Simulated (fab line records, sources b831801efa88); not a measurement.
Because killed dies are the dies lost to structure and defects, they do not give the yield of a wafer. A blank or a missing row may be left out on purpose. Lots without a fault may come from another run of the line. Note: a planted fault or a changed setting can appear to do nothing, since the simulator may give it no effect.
A struck lot beside a sound one || flow sky130 || 16 steps out of a route of 708
Sound: wafers L361.1, L361.5, L361.6. Wafers L369.3, L369.4, L369.5 were the ones struck. The cause comes at the end.
For every step that has rows: the tool of each side, followed by ch and its chambers, followed by its first start. Under that, the readings that differ: sound wafers || struck wafers || difference of the means || sigmas: that difference in standard deviations of wafers without a fault.
alike: readings whose means differ by less than 2 such deviations, and words and numbers that are the same on both sides. not compared: withheld readings, readings that some wafer has no value for, bounds like >300 that may hide the same value, and numbers for which the record gives no deviation and whose values overlap.
The two part at a step that has a row with sigmas, a row that says differs or no value, or rows on one side only. When numbers do not overlap yet have no deviation, they are printed without sigmas and do not part them. A reading missing from all wafers of one side parts the sides only when that side holds two or more wafers.

first, 4 steps without rows for these wafers: SKY_LDD_LDN_SOFTBAKE_03 (time 60 s); SKY_LDD_LDN_EXPOSE_04 (exposes mask LDNTM, target cd 700 nm); SKY_LDD_LDN_PEB_05; SKY_LDD_LDN_DEVELOP_06 (develop time 60 s).
SKY_LDD_LDN_OVL_MEAS_07:
  struck on overlay-02, day 28 02:07; sound on overlay-01, day 24 04:10
  alike: LDD_LDN_OVL
then, 4 steps without rows for these wafers: SKY_LDD_LDN_IMPLANT_08; SKY_LDD_LDN_IMPLANT_09; SKY_LDD_LDN_IMPLANT_10; SKY_LDD_LDN_IMPLANT_11.
SKY_LDD_LDN_STRIP_12: strips in O2/N2.
  sound on plasma-asher-02 ch 0,1, day 24 04:49; struck on plasma-asher-03 ch 0,1, day 28 02:47
  alike: drypump-motor-current-A, oes-product-au, strip-time-to-endpoint-s
  not compared: rf-hours-counter-h
SKY_LDD_LDN_TW_MEAS_13:
  struck on film-metro-03, day 28 02:52; sound on film-metro-03, day 24 04:55
{"reading": "LDD_LDN_TW", "sound": "1476 1472 1474", "struck": "1451 1446 1446", "difference": -26, "sigmas": -3}
then, 1 step without rows for these wafers: SKY_LDD_LDN_CLEAN_14 (cleans in SC1/SC2, time 150 s).
SKY_SPACER_CVD_00: deposits Si3N4 from DCS/NH3, target thk 43.1 nm, time 740 s.
  sound on lpcvd-02 ch 1, day 24 05:01; struck on lpcvd-02 ch 1, day 28 03:10
{"reading": "model.Si3N4_of_SPACER_CVD_00.thk-nm (nm)", "sound": "42.95 43.2 43.36", "struck": "61.97 62.04 61.97", "difference": "+18.82", "sigmas": ""}
  alike: susceptor-temp-C, zone-power-lower-pct
SKY_SPACER_THK_MEAS_01:
  struck on film-metro-02, day 28 04:23; sound on film-metro-04, day 24 06:14
{"reading": "SPACER_CVD_00_THK (nm)", "sound": "43.0 43.2 43.4", "struck": "61.9 62.0 62.0", "difference": "+18.8", "sigmas": "+51"}
SKY_SPACER_ETCHBACK_02: etches Si3N4 in CH3F/O2, stops on SiO2, time 46.7 s, target depth 45 nm.
  sound on rie-diel-01 ch 0,1,2, day 24 06:17; struck on rie-diel-02 ch 2,3, day 28 04:26
{"reading": "oes-product-au (a.u.)", "sound": "0.854 0.858 0.858", "struck": "1.025 0.997 0.992", "difference": "+0.148", "sigmas": "+26"}
{"reading": "throttle-valve-pct (%)", "sound": "10.563 10.560 10.564", "struck": "10.587 10.585 10.575", "difference": "+0.020", "sigmas": "+2"}
{"reading": "model.etch.depth-nm (nm)", "sound": "42.95 43.2 43.36", "struck": "57.55 55.58 55.71", "difference": "+13.11", "sigmas": ""}
  alike: drypump-motor-current-A
  not compared: rf-hours-counter-h
-- the record jumps here: 21 days lie between the struck wafers' starts before and after (it left off in module SPACER and takes up again in module PAD_OPEN, whose first step shown is number 708 of the route) --
SKY_PAD_OPEN_PROBE_99:
  struck on prober-01, day 49 02:49; sound on prober-02, day 46 14:32
{"reading": "killed-at-front-end", "sound": "17 16 10", "struck": "414 418 393", "difference": "+394", "sigmas": "+98"}
{"reading": "killed-dies", "sound": "89 100 83", "struck": "489 492 492", "difference": "+400", "sigmas": "+44"}
{"reading": "killed-on-rim", "sound": "17 19 14", "struck": "93 96 96", "difference": "+78", "sigmas": "+22"}
  alike: killed_at_M0_to_M3, killed_at_M4_up, killed-at-contacts, killed-at-other, killed-open, killed-short

## WHERE THEY PART
Earliest at SKY_LDD_LDN_TW_MEAS_13; latest, in this record, at SKY_PAD_OPEN_PROBE_99.

WHY: whatever the simulator had introduced
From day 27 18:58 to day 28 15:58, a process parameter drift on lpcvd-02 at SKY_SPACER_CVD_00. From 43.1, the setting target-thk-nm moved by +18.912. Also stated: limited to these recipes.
